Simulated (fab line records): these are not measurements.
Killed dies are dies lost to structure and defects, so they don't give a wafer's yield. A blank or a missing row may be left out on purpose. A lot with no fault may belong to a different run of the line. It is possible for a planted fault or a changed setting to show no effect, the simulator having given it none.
fab line records -- flow sky130
record lots=6, wafers=18, last_day=50
route steps=708 shown METAL4@623 PAD_OPEN@708
lots that met no fault: from a run of the same line without faults
start_h: start of the lot's first displayed wafer, in hours after the record's first day -- wait_h: how many hours have passed since the lot's step before this one -- " as in the row above -- L1.1+2: a single row standing in for several wafers -- - no value, or no start was given -- * or withheld: withheld -- < > ~ a bound
route shown NAME@n: names a module that has steps shown in the file, with the first one's number in the route -- usual: mean/standard deviation taken from wafers without a fault -- same: alike in all rows -- chamber/n: place in a boat -- sites: the reading at each site -- _std_site: standard deviation across them -- _edge_site: outer sites' mean less inner sites' -- radius_mm: how far each site lies from the wafer's centre -- mask NAME#n: copy n -- behind: the most recent tool/chamber to have shaped the wafer -- hold: the reason the lot was held/the length of the hold in hours/how it ended -- device: the n, p or np transistor that did not switch -- end of line: at the end of the route, the tests of the same wafers -- a step given without rows: its recipe and nothing more -- killed: dies lost to structure and defects at the first sort, not the wafer's yield -- map: a wafer's dies, marking killed ones x, the rest . and places with no die _
set.NAME: the setting that was run; set.NAME@STEP: the one run at that earlier step -- model.NAME: the simulator's own value behind a step, which no gauge read
certain route steps with their lots: each step a table, each wafer a row
services: when a tool's chamber went out of use (start_h, in hours from the record's first day, below 0 if earlier), for how many hours, and the reason
## steps
# step SKY_METAL4_COAT_07
# recipe resist=BARC, temp_c=withheld, time_s=withheld, spin_rpm=3000, resist_thk_nm=60
# step SKY_METAL4_COAT_08
# recipe resist=KrF-thick, spin_rpm=3000, resist_thk_nm=1140
# step SKY_METAL4_SOFTBAKE_09
# recipe temp_c=100, time_s=90, resist=KrF-thick
# step SKY_METAL4_EXPOSE_10
# recipe mask_id=MM4, na=0.68, source_shape=annular, sigma_inner=0.4, sigma_outer=0.8, target_cd_nm=300, dose_mj=28
# step SKY_METAL4_PEB_11
# recipe peb_temp_c=withheld, peb_time_s=withheld, resist=KrF-thick
# step SKY_METAL4_DEVELOP_12
# recipe develop_time_s=60, resist=KrF-thick, dev_temp_c=21
# step SKY_METAL4_CD_MEAS_13
# recipe target_cd_nm=300
# usual cd_nm=299.6/1.4
lot.wafer,tool,chamber,start_h,wait_h,cd_nm
L890.1,cd_sem-01,-,1011.99,-,298.7
L890.4,cd_sem-01,-,1011.99,-,297.9
L890.6,cd_sem-01,-,1011.99,-,297.6
L893.1,cd_sem-02,-,1029.54,-,299.6
L893.4,cd_sem-02,-,1029.54,-,299.1
L893.6,cd_sem-02,-,1029.54,-,299.6
L895.2,cd_sem-01,-,1037.70,-,299.9
L895.4,cd_sem-01,-,1037.70,-,299.4
L895.5,cd_sem-01,-,1037.70,-,298.1
L900.1,cd_sem-02,-,1068.39,-,298.0
L900.2,cd_sem-02,-,1068.39,-,298.7
L900.6,cd_sem-02,-,1068.39,-,298.7
L903.1,cd_sem-01,-,1089.49,-,302.2
L903.4,cd_sem-01,-,1089.49,-,300.6
L903.6,cd_sem-01,-,1089.49,-,302.0
L908.2,cd_sem-01,-,1114.11,-,301.3
L908.3,cd_sem-01,-,1114.11,-,300.8
L908.4,cd_sem-01,-,1114.11,-,300.7
# step SKY_METAL4_OVL_MEAS_14
# usual METAL4_OVL=3/6.3
lot.wafer,tool,chamber,start_h,wait_h,METAL4_OVL[nm]
L890.1,overlay-01,-,1012.11,0.1,14
L890.4,overlay-01,-,1012.11,0.1,12
L890.6,overlay-01,-,1012.11,0.1,11
L893.1,overlay-02,-,1029.66,0.1,-4
L893.4,overlay-02,-,1029.66,0.1,4
L893.6,overlay-02,-,1029.66,0.1,-2
L895.2,overlay-02,-,1037.80,0.1,14
L895.4,overlay-02,-,1037.80,0.1,7
L895.5,overlay-02,-,1037.80,0.1,11
L900.1,overlay-02,-,1068.51,0.1,4
L900.2,overlay-02,-,1068.51,0.1,1
L900.6,overlay-02,-,1068.51,0.1,2
L903.1,overlay-01,-,1089.61,0.1,2
L903.4,overlay-01,-,1089.61,0.1,5
L903.6,overlay-01,-,1089.61,0.1,-3
L908.2,overlay-01,-,1114.22,0.1,-1
L908.3,overlay-01,-,1114.22,0.1,-7
L908.4,overlay-01,-,1114.22,0.1,1
# step SKY_METAL4_DESCUM_15
# recipe chemistry=O2, source_power_w=150, bias_power_w=0, pressure_mtorr=10, temp_c=40, time_s=8
# usual chamber_pressure_mTorr=10.002/0.0088, drypump_motor_current_A=5.9/0.56, oes_product_au=1.007/0.0099
lot.wafer,tool,chamber,start_h,wait_h,chamber_pressure_mTorr,drypump_motor_current_A,oes_product_au,rf_hours_counter_h
L890.1,rie_metal-04,1,1012.15,0.0,9.988,6.0,1.006,16
L890.4,rie_metal-04,0,1012.15,0.0,10.001,6.5,1.013,-
L890.6,rie_metal-04,1,1012.15,0.0,10.020,6.0,1.014,-
L893.1,rie_metal-04,0,1029.70,0.0,10.013,6.5,1.000,4
L893.4,rie_metal-04,0,1029.70,0.0,10.011,6.6,1.004,-
L893.6,rie_metal-04,0,1029.70,0.0,10.009,6.6,1.000,-
L895.2,rie_metal-04,0,1037.83,0.0,9.986,6.5,0.996,4
L895.4,rie_metal-04,1,1037.83,0.0,10.001,6.0,1.004,-
L895.5,rie_metal-04,0,1037.83,0.0,10.002,6.5,1.002,-
L900.1,rie_metal-03,1,1068.55,0.0,10.005,5.4,1.031,16
L900.2,rie_metal-03,0,1068.55,0.0,9.992,4.9,0.991,10
L900.6,rie_metal-03,0,1068.55,0.0,9.995,4.9,1.001,-
L903.1,rie_metal-02,0,1089.65,0.0,10.009,5.2,0.991,18
L903.4,rie_metal-02,0,1089.65,0.0,9.992,5.1,0.996,-
L903.6,rie_metal-02,1,1089.65,0.0,9.990,5.8,1.006,-
L908.2,rie_metal-04,1,1114.25,0.0,9.994,6.0,1.001,23
L908.3,rie_metal-04,0,1114.25,0.0,9.998,6.5,1.005,-
L908.4,rie_metal-04,1,1114.25,0.0,10.000,6.0,0.994,-
# step SKY_METAL4_ETCH_16
# recipe chemistry=N2/H2, target=BARC, ion_energy_ev=200, bias_w=100, pressure_mtorr=30, n2_flow_sccm=100, h2_flow_sccm=200, icp_w=500, stop_on=SiO2, time_s=88.2, target_depth_a=600
# usual chamber_pressure_mTorr=29.996/0.029, drypump_motor_current_A=5.9/0.56, oes_product_au=0.625/0.0046, throttle_valve_pct=13.205/0.0089
lot.wafer,tool,chamber,start_h,wait_h,chamber_pressure_mTorr,drypump_motor_current_A,oes_product_au,rf_hours_counter_h,throttle_valve_pct
L890.1,rie_metal-04,1,1012.18,0.0,29.981,6.1,0.621,16,13.185
L890.4,rie_metal-04,0,1012.18,0.0,30.031,6.5,0.625,-,13.207
L890.6,rie_metal-04,1,1012.18,0.0,29.968,6.1,0.632,-,13.213
L893.1,rie_metal-04,0,1029.73,0.0,29.970,6.5,0.623,4,13.218
L893.4,rie_metal-04,0,1029.73,0.0,29.980,6.5,0.634,-,13.209
L893.6,rie_metal-04,0,1029.73,0.0,29.973,6.5,0.621,-,13.198
L895.2,rie_metal-04,0,1037.87,0.0,30.014,6.5,0.622,4,13.215
L895.4,rie_metal-04,1,1037.87,0.0,30.024,6.0,0.629,-,13.187
L895.5,rie_metal-04,0,1037.87,0.0,29.999,6.6,0.629,-,13.204
L900.1,rie_metal-03,1,1068.59,0.0,30.072,5.4,0.617,16,13.217
L900.2,rie_metal-03,0,1068.59,0.0,30.003,4.9,0.627,10,13.207
L900.6,rie_metal-03,0,1068.59,0.0,29.998,4.9,0.623,-,13.213
L903.1,rie_metal-02,0,1089.68,0.0,30.032,5.2,0.625,18,13.218
L903.4,rie_metal-02,0,1089.68,0.0,29.976,5.2,0.628,-,13.184
L903.6,rie_metal-02,1,1089.68,0.0,29.982,5.8,0.616,-,13.204
L908.2,rie_metal-04,1,1114.28,0.0,29.960,6.0,0.623,23,13.211
L908.3,rie_metal-04,0,1114.28,0.0,29.968,6.5,0.631,-,13.187
L908.4,rie_metal-04,1,1114.28,0.0,29.947,6.1,0.625,-,13.185
# step SKY_METAL4_ETCH_17
# recipe target=SiO2, stop_on=TiN, chemistry=C4F8/O2/Ar, source_w=1500, bias_w=1200, pressure_mtorr=40, c4f8_flow_sccm=withheld, O2_flow_sccm=6, Ar_flow_sccm=300, time_s=3.9, target_depth_a=150
# usual chamber_pressure_mTorr=40.00/0.04, oes_product_au=0.751/0.0069
lot.wafer,tool,chamber,start_h,wait_h,chamber_pressure_mTorr,oes_product_au
L890.1,rie_diel-03,0,1012.28,0.1,40.03,0.753
L890.4,rie_diel-03,2,1012.28,0.1,40.04,0.756
L890.6,rie_diel-03,0,1012.28,0.1,40.06,0.748
L893.1,rie_diel-04,3,1029.83,0.1,39.97,0.749
L893.4,rie_diel-04,1,1029.83,0.1,40.01,0.752
L893.6,rie_diel-04,3,1029.83,0.1,39.98,0.758
L895.2,rie_diel-02,1,1037.96,0.1,40.08,0.750
L895.4,rie_diel-02,0,1037.96,0.1,39.96,0.755
L895.5,rie_diel-02,2,1037.96,0.1,40.06,0.754
L900.1,rie_diel-02,0,1068.72,0.1,40.06,0.759
L900.2,rie_diel-02,1,1068.72,0.1,39.97,0.753
L900.6,rie_diel-02,0,1068.72,0.1,40.05,0.770
L903.1,rie_diel-02,0,1089.78,0.1,40.06,0.750
L903.4,rie_diel-02,2,1089.78,0.1,39.94,0.763
L903.6,rie_diel-02,3,1089.78,0.1,39.97,0.750
L908.2,rie_diel-03,3,1114.38,0.1,39.97,0.760
L908.3,rie_diel-03,1,1114.38,0.1,39.98,0.747
L908.4,rie_diel-03,0,1114.38,0.1,40.04,0.756
# step SKY_METAL4_METAL_ETCH_18
# recipe target_depth_a=8450, stop_on=SiO2, over_etch_frac=0.3, time_s=183.1, chemistry=Cl2/BCl3, resist_sidewall_deg=88, pressure_mtorr=10, icp_w=900, bias_w=48.5, Cl2_flow_sccm=60, bcl3_flow_sccm=30
# usual bcl3_flow_sccm=30.00/0.089, chamber_pressure_mTorr=10.000/0.0087, drypump_motor_current_A=5.5/0.44, oes_product_au=0.866/0.0059, throttle_valve_pct=22.265/0.0094
lot.wafer,tool,chamber,start_h,wait_h,bcl3_flow_sccm,chamber_pressure_mTorr,drypump_motor_current_A,oes_product_au,rf_hours_counter_h,throttle_valve_pct
L890.1,rie_metal-02,0,1012.30,0.0,29.96,9.996,5.1,0.859,12,22.280
L890.4,rie_metal-02,1,1012.30,0.0,30.00,9.992,5.8,0.867,-,22.271
L890.6,rie_metal-02,1,1012.30,0.0,29.93,10.016,5.8,0.863,-,22.265
L893.1,rie_metal-03,1,1029.85,0.0,30.00,10.023,5.4,0.867,13,22.249
L893.4,rie_metal-03,1,1029.85,0.0,29.76,10.013,5.4,0.871,-,22.269
L893.6,rie_metal-03,1,1029.85,0.0,29.89,10.012,5.4,0.872,-,22.265
L895.2,rie_metal-02,1,1037.98,0.0,30.02,10.002,5.8,0.851,8,22.245
L895.4,rie_metal-02,0,1037.98,0.0,30.12,9.998,5.1,0.875,-,22.262
L895.5,rie_metal-02,1,1037.98,0.0,30.11,10.007,5.8,0.865,-,22.264
L900.1,rie_metal-02,0,1068.74,0.0,30.03,9.991,5.2,0.863,17,22.252
L900.2,rie_metal-02,1,1068.74,0.0,29.97,9.997,5.8,0.861,10,22.270
L900.6,rie_metal-02,1,1068.74,0.0,30.01,10.015,5.8,0.866,-,22.256
L903.1,rie_metal-04,1,1089.80,0.0,30.00,10.013,6.0,0.859,21,22.275
L903.4,rie_metal-04,0,1089.80,0.0,29.97,10.012,6.5,0.856,-,22.264
L903.6,rie_metal-04,1,1089.80,0.0,29.91,10.004,6.1,0.865,-,22.265
L908.2,rie_metal-03,1,1114.40,0.0,30.00,9.995,5.4,0.868,19,22.266
L908.3,rie_metal-03,1,1114.40,0.0,30.06,9.994,5.4,0.863,-,22.271
L908.4,rie_metal-03,0,1114.40,0.0,30.01,10.001,5.0,0.871,-,22.260
# step SKY_METAL4_STRIP_19
# recipe chemistry=O2/N2, power_w=1400, pressure_mtorr=1500, platen_temp_c=withheld, o2_flow_sccm=3000, n2_flow_sccm=300, overash_fraction=0.5
# usual chamber_pressure_mTorr=1499.8/1.5, drypump_motor_current_A=5.4/0.4, o2_flow_sccm=2999/9.1, oes_product_au=0.500/0.0061, overash_fraction=0.5/0, strip_time_to_endpoint_s=6.48/0.099
lot.wafer,tool,chamber,start_h,wait_h,chamber_pressure_mTorr,drypump_motor_current_A,o2_flow_sccm,oes_product_au,overash_fraction,rf_hours_counter_h,strip_time_to_endpoint_s
L890.1,plasma_asher-01,1,1012.48,0.1,1501.3,5.3,3004,0.499,0.5,25,6.49
L890.4,plasma_asher-01,0,1012.48,0.1,1500.6,5.4,2998,0.502,0.5,-,6.49
L890.6,plasma_asher-01,1,1012.48,0.1,1501.5,5.3,3002,0.502,0.5,-,6.45
L893.1,plasma_asher-01,0,1030.03,0.1,1500.4,5.4,2999,0.498,0.7,26,6.30
L893.4,plasma_asher-01,0,1030.03,0.1,1500.6,5.4,2988,0.497,0.7,-,6.29
L893.6,plasma_asher-01,0,1030.03,0.1,1501.1,5.4,2989,0.494,0.7,-,6.31
L895.2,plasma_asher-01,1,1038.16,0.1,1501.5,5.3,2995,0.508,0.7,27,6.68
L895.4,plasma_asher-01,0,1038.16,0.1,1499.5,5.5,2985,0.501,0.7,-,6.63
L895.5,plasma_asher-01,0,1038.16,0.1,1498.7,5.4,2985,0.508,0.7,-,6.60
L900.1,plasma_asher-04,1,1068.92,0.1,1500.7,4.9,3004,0.509,0.5,96,6.57
L900.2,plasma_asher-04,0,1068.92,0.1,1500.2,5.5,3007,0.492,0.5,96,6.53
L900.6,plasma_asher-04,1,1068.92,0.1,1500.7,4.9,3001,0.507,0.5,-,6.50
L903.1,plasma_asher-03,0,1089.98,0.1,1501.5,5.2,3022,0.505,0.5,2,6.53
L903.4,plasma_asher-03,1,1089.98,0.1,1499.1,6.2,3000,0.506,0.5,-,6.54
L903.6,plasma_asher-03,1,1089.98,0.1,1498.0,6.2,2999,0.504,0.5,-,6.49
L908.2,plasma_asher-03,0,1114.58,0.1,1499.4,5.2,2999,0.492,0.5,5,6.25
L908.3,plasma_asher-03,0,1114.58,0.1,1496.7,5.2,2998,0.495,0.5,-,6.20
L908.4,plasma_asher-03,1,1114.58,0.1,1498.8,6.2,3011,0.498,0.5,-,6.43
# step SKY_METAL4_STRIP_20
# recipe chemistry=post_etch_residue_remover, time_s=1200, temp_c=72.5
# step SKY_PAD_OPEN_PROBE_99
# usual defect_limited_yield=82.5/2.1, killed_at_M0_to_M3=44/7.3, killed_at_M4_up=3.4/1.8, killed_at_contacts=24/5.8, killed_at_front_end=15/4.9, killed_at_other=0.4/0.63, killed_dies=86/11, killed_on_rim=17/3.8, killed_open=47/8, killed_short=39/6.5, sort_bin_3_pad_short=0.9/0.38, sort_bin_5_function=10.4/1.6, sort_bin_6_memory=6.2/1.2, sort_n_pass=406/11, sort_yield_pct=82.5/2.1
# same gross_dies=492, killed_at_back_side=0, sort_bin_4_leakage[%]=0, sort_bin_8_speed[%]=0
lot.wafer,tool,chamber,start_h,wait_h,defect_limited_yield[%],killed_at_M0_to_M3,killed_at_M4_up,killed_at_contacts,killed_at_front_end,killed_at_other,killed_dies,killed_on_rim,killed_open,killed_short,sort_bin_3_pad_short[%],sort_bin_5_function[%],sort_bin_6_memory[%],sort_n_pass,sort_yield_pct[%]
L890.1,prober-01,-,1105.05,0.1,83.3,36,0,33,13,0,82,21,40,42,1.0,9.6,6.1,410,83.3
L890.4,prober-01,-,1105.20,0.2,83.9,38,1,26,14,0,79,17,41,35,0.4,10.0,5.7,413,83.9
L890.6,prober-01,-,1105.30,0.2,85.0,32,3,25,13,1,74,14,43,30,1.0,6.9,7.1,418,85.0
L893.1,prober-02,-,1120.91,0.1,86.6,33,3,25,5,0,66,9,41,24,1.0,6.7,5.7,426,86.6
L893.4,prober-02,-,1121.06,0.2,81.7,50,6,19,15,0,90,12,55,35,0.6,11.2,6.5,402,81.7
L893.6,prober-02,-,1121.16,0.2,85.0,35,6,26,7,0,74,17,30,44,1.4,8.7,4.9,418,85.0
L895.2,prober-01,-,1127.22,0.1,85.6,31,2,26,12,0,71,14,44,27,1.0,7.1,6.3,421,85.6
L895.4,prober-01,-,1127.32,0.2,84.6,45,5,15,11,0,76,26,47,29,0,8.5,6.9,416,84.6
L895.5,prober-01,-,1127.37,0.2,82.9,47,2,22,12,1,84,17,47,37,0.4,10.4,6.3,408,82.9
L900.1,prober-02,-,1154.67,0.1,80.9,42,1,37,14,0,94,18,59,35,1.0,10.8,7.3,398,80.9
L900.2,prober-02,-,1154.72,0.1,79.3,45,6,29,21,1,102,24,54,45,0.2,12.6,7.9,390,79.3
L900.6,prober-02,-,1154.92,0.2,80.1,40,5,36,17,0,98,19,53,45,0.8,14.0,5.1,394,80.1
L903.1,prober-02,-,1172.98,0.1,78.5,53,2,29,22,0,106,19,61,45,1.2,12.4,7.9,386,78.5
L903.4,prober-02,-,1173.13,0.2,81.1,48,2,21,19,3,93,15,53,40,0.4,12.8,5.7,399,81.1
L903.6,prober-02,-,1173.23,0.2,79.7,47,3,28,22,0,100,16,64,36,0.4,13.2,6.7,392,79.7
L908.2,prober-02,-,1191.45,0.1,78.9,47,4,30,23,0,104,13,57,47,1.6,12.8,6.7,388,78.9
L908.3,prober-02,-,1191.50,0.2,78.5,63,3,26,14,0,106,20,61,45,0.8,12.0,8.7,386,78.5
L908.4,prober-02,-,1191.55,0.2,80.3,49,4,21,23,0,97,17,52,45,0.8,12.8,6.1,395,80.3
# killed by level:class
L890.1 CONTACT:geometric_particle:open=11 LI_CONTACT:geometric_particle:open=8 CONTACT:geometric_particle:short=8 VIA1:geometric_particle:short=6 VIA2:geometric_particle:open=6 METAL1:geometric_particle:short=4 METAL2:geometric_particle:short=4 VIA3:geometric_particle:short=4
L890.4 CONTACT:geometric_particle:open=11 VIA2:geometric_particle:open=8 VIA1:geometric_particle:open=5 FIELD_ISO:geometric_particle:short=4 LI_CONTACT:geometric_particle:open=4 LOCAL_INTERCONNECT:geometric_particle:short=4 METAL1:geometric_particle:short=4 METAL3:geometric_particle:short=4
L890.6 LI_CONTACT:geometric_particle:open=10 VIA1:geometric_particle:open=9 CONTACT:geometric_particle:open=7 METAL1:geometric_particle:short=5 FIELD_ISO:geometric_particle:open=4 LOCAL_INTERCONNECT:geometric_particle:short=4 VIA1:geometric_particle:short=4 VIA2:geometric_particle:short=4
L893.1 VIA1:geometric_particle:open=12 LI_CONTACT:geometric_particle:open=10 VIA2:geometric_particle:open=7 CONTACT:geometric_particle:open=5 METAL2:geometric_particle:short=5 CONTACT:geometric_particle:short=4 LOCAL_INTERCONNECT:geometric_particle:short=3 POLY_GATE:geometric_particle:short=2
L893.4 VIA3:geometric_particle:open=9 VIA1:geometric_particle:open=8 VIA2:geometric_particle:open=8 CONTACT:geometric_particle:open=7 POLY_GATE:geometric_particle:open=5 LI_CONTACT:geometric_particle:open=5 METAL1:geometric_particle:open=5 VIA2:geometric_particle:short=4
L893.6 CONTACT:geometric_particle:open=8 METAL3:geometric_particle:short=6 CONTACT:geometric_particle:short=6 VIA2:geometric_particle:open=6 FIELD_ISO:geometric_particle:short=5 VIA1:geometric_particle:open=5 LOCAL_INTERCONNECT:geometric_particle:short=5 LI_CONTACT:geometric_particle:open=4
L895.2 CONTACT:geometric_particle:open=10 METAL2:geometric_particle:short=7 METAL1:geometric_particle:short=6 LI_CONTACT:geometric_particle:open=6 VIA3:geometric_particle:open=6 FIELD_ISO:geometric_particle:open=4 VIA2:geometric_particle:open=4 LOCAL_INTERCONNECT:geometric_particle:open=4
L895.4 VIA1:geometric_particle:open=10 METAL2:geometric_particle:short=7 CONTACT:geometric_particle:open=6 VIA3:geometric_particle:open=5 POLY_GATE:geometric_particle:open=4 LI_CONTACT:geometric_particle:open=4 CONTACT:geometric_particle:short=4 METAL1:geometric_particle:open=4
L895.5 VIA1:geometric_particle:open=11 VIA3:geometric_particle:open=8 CONTACT:geometric_particle:short=7 VIA2:geometric_particle:open=6 LI_CONTACT:geometric_particle:open=5 CONTACT:geometric_particle:open=5 METAL1:geometric_particle:short=5 POLY_GATE:geometric_particle:open=4
L900.1 CONTACT:geometric_particle:open=15 METAL2:geometric_particle:short=9 LI_CONTACT:geometric_particle:open=8 VIA1:geometric_particle:open=8 VIA2:geometric_particle:open=8 CONTACT:geometric_particle:short=6 VIA2:geometric_particle:short=5 FIELD_ISO:geometric_particle:open=4
L900.2 VIA1:geometric_particle:open=11 CONTACT:geometric_particle:open=8 CONTACT:geometric_particle:short=8 LI_CONTACT:geometric_particle:open=7 METAL2:geometric_particle:short=6 VIA1:geometric_particle:short=6 VIA3:geometric_particle:open=6 FIELD_ISO:geometric_particle:open=5
L900.6 CONTACT:geometric_particle:open=12 VIA1:geometric_particle:open=12 LOCAL_INTERCONNECT:geometric_particle:short=9 VIA1:geometric_particle:short=9 VIA3:geometric_particle:open=7 LI_CONTACT:geometric_particle:open=7 FIELD_ISO:geometric_particle:open=4 FIELD_ISO:geometric_particle:short=4
L903.1 CONTACT:geometric_particle:open=12 VIA3:geometric_particle:open=12 VIA1:geometric_particle:open=8 FIELD_ISO:geometric_particle:open=7 LI_CONTACT:geometric_particle:open=7 POLY_GATE:geometric_particle:short=6 CONTACT:geometric_particle:short=6 METAL2:geometric_particle:short=6
L903.4 VIA1:geometric_particle:open=11 VIA2:geometric_particle:open=10 CONTACT:geometric_particle:open=8 FIELD_ISO:geometric_particle:open=6 FIELD_ISO:geometric_particle:short=5 LI_CONTACT:geometric_particle:open=5 VIA2:geometric_particle:short=5 CONTACT:geometric_particle:short=5
L903.6 VIA1:geometric_particle:open=15 CONTACT:geometric_particle:open=11 LI_CONTACT:geometric_particle:open=11 VIA1:geometric_particle:short=8 POLY_GATE:geometric_particle:open=6 POLY_GATE:geometric_particle:short=6 VIA2:geometric_particle:open=6 VIA3:geometric_particle:open=6
L908.2 VIA1:geometric_particle:open=12 CONTACT:geometric_particle:open=11 FIELD_ISO:geometric_particle:short=10 LI_CONTACT:geometric_particle:open=9 METAL2:geometric_particle:short=7 METAL1:geometric_particle:short=6 VIA2:geometric_particle:open=5 VIA3:geometric_particle:open=5
L908.3 VIA1:geometric_particle:open=15 CONTACT:geometric_particle:open=9 METAL2:geometric_particle:short=9 VIA2:geometric_particle:open=9 VIA3:geometric_particle:open=8 LI_CONTACT:geometric_particle:open=6 POLY_GATE:geometric_particle:open=5 CONTACT:geometric_particle:short=5
L908.4 VIA1:geometric_particle:open=12 CONTACT:geometric_particle:open=10 VIA2:geometric_particle:open=8 FIELD_ISO:geometric_particle:short=6 METAL2:geometric_particle:short=6 POLY_GATE:geometric_particle:short=5 METAL3:geometric_particle:short=5 FIELD_ISO:geometric_particle:open=4
## services
tool,chamber,start_h,hours,kind
rie_metal-02,-,994.70,0.3,repair
rie_diel-02,1,1027.32,4.2,repair
rie_diel-03,2,1028.07,7.8,repair
rie_diel-02,-,1052.68,14.6,pm
plasma_asher-03,-,1055.25,9.0,pm
plasma_asher-03,0,1055.25,9.0,vent_cycle
plasma_asher-03,1,1055.25,9.0,vent_cycle
rie_diel-03,0,1055.55,-,clean
rie_diel-03,0,1055.55,18.9,scheduled_down
rie_diel-03,0,1055.55,18.9,vent_cycle
rie_diel-04,-,1060.45,0.4,repair
rie_metal-02,-,1062.03,1.7,repair
rie_diel-03,2,1063.76,22.2,repair
plasma_asher-03,0,1064.25,-,clean
plasma_asher-03,1,1064.25,-,clean
rie_diel-02,-,1073.14,0.4,repair
rie_diel-03,1,1074.69,2.7,repair
rie_diel-04,3,1081.50,2.5,repair
rie_metal-02,-,1083.03,1.4,pm
rie_diel-02,-,1088.77,0.8,repair
rie_metal-03,-,1099.29,8.6,repair
rie_metal-02,0,1101.75,5.4,repair
plasma_asher-03,-,1106.47,2.8,pm
## key
first_sign step=SKY_METAL4_STRIP_19, reading=overash_fraction, direction=up, sigmas=99+, usual=0.5, struck=0.7
effect none on later readings
met_at SKY_METAL4_STRIP_19
struck_wafers L893.1,L893.4,L893.6,L895.2,L895.4,L895.5
onset_between 1012.48 1030.03
earlier_fault kind=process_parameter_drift, tool=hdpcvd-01, chamber=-, onset_h=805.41, steps=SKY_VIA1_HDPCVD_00, channel=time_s, offset=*, shape=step, acts_in=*, stated=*
fault kind=process_parameter_drift, tool=plasma_asher-01, chamber=-, onset_h=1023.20, steps=SKY_METAL4_STRIP_19, channel=overash_fraction, offset=0.2, shape=step, acts_in=these_recipes_only, stated=0.5
